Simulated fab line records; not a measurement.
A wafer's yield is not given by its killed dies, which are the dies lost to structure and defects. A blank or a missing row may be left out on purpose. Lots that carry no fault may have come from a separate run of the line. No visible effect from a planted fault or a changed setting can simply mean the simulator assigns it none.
Matching of chambers / flow sky130 / SKY_LI_CONTACT_CMP_02 on cmp-02 has 4 sister chambers
The step polishes PSG. 14 wafers are shown with their chamber, then 7 later ones without.

## WAFERS, EACH WITH ITS CHAMBER
wafer=L540.3; chamber=0; motor current A (A)=11.7; time to endpoint s (s)=35
wafer=L540.4; chamber=2; motor current A (A)=11.3; time to endpoint s (s)=34
wafer=L540.6; chamber=3; motor current A (A)=10.9; time to endpoint s (s)=31
wafer=L541.1; chamber=2; motor current A (A)=11.2; time to endpoint s (s)=30
wafer=L541.3; chamber=1; motor current A (A)=10.0; time to endpoint s (s)=34
wafer=L541.4; chamber=3; motor current A (A)=10.6; time to endpoint s (s)=25
wafer=L547.1; chamber=0; motor current A (A)=11.3; time to endpoint s (s)=33
wafer=L547.2; chamber=3; motor current A (A)=10.9; time to endpoint s (s)=26
wafer=L547.4; chamber=2; motor current A (A)=11.3; time to endpoint s (s)=32
wafer=L553.2; chamber=3; motor current A (A)=10.6; time to endpoint s (s)=34
wafer=L553.4; chamber=1; motor current A (A)=10.5; time to endpoint s (s)=40
wafer=L553.6; chamber=3; motor current A (A)=10.8; time to endpoint s (s)=32
wafer=L555.2; chamber=3; motor current A (A)=11.4; time to endpoint s (s)=30
wafer=L555.3; chamber=1; motor current A (A)=10.4; time to endpoint s (s)=34

SIGNATURES, as means of the wafers listed above
reading=motor current A; chamber 0=11.500; chamber 1=10.300; chamber 2=11.267; chamber 3=10.867; scatter within a chamber=0.257
reading=time to endpoint s; chamber 0=34.00; chamber 1=36.00; chamber 2=32.00; chamber 3=29.67; scatter within a chamber=3.09
Rule: a wafer lies at a distance from a chamber equal to the root of the sum of squares, over the readings, of (its reading less the chamber's mean, divided by the reading's scatter). If the next closest chamber is less than 2 further off than the closest, the wafer can't be placed; otherwise it belongs to the closest. How the scatter is found: for the shown wafers, subtract from each reading the mean of its chamber, square and add these, divide the total by (wafers less chambers), then take the root.

## WAFERS WITHOUT THEIR CHAMBER
wafer=L555.4; motor current A (A)=11.8; time to endpoint s (s)=33
wafer=L559.1; motor current A (A)=11.1; time to endpoint s (s)=25
wafer=L559.2; motor current A (A)=11.6; time to endpoint s (s)=28
wafer=L559.6; motor current A (A)=10.7; time to endpoint s (s)=26
wafer=L560.4; motor current A (A)=12.0; time to endpoint s (s)=36
wafer=L560.5; motor current A (A)=10.8; time to endpoint s (s)=31
wafer=L560.6; motor current A (A)=11.5; time to endpoint s (s)=30

## WHICH CHAMBER EACH WENT THROUGH
wafer=L555.4; from the rows above=can't be placed: 0 or 2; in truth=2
wafer=L559.1; from the rows above=can't be placed: 3 or 2 or 0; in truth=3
wafer=L559.2; from the rows above=can't be placed: 2 or 0 or 3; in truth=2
wafer=L559.6; from the rows above=can't be placed: 3 or 2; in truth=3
wafer=L560.4; from the rows above=can't be placed: 0 or 2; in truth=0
wafer=L560.5; from the rows above=can't be placed: 3 or 2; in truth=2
wafer=L560.6; from the rows above=can't be placed: 2 or 0 or 3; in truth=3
Correctly placed: 0 of 7. These rows do not allow placing 7 (true chamber among the candidates in 7). Wrongly placed: 0.
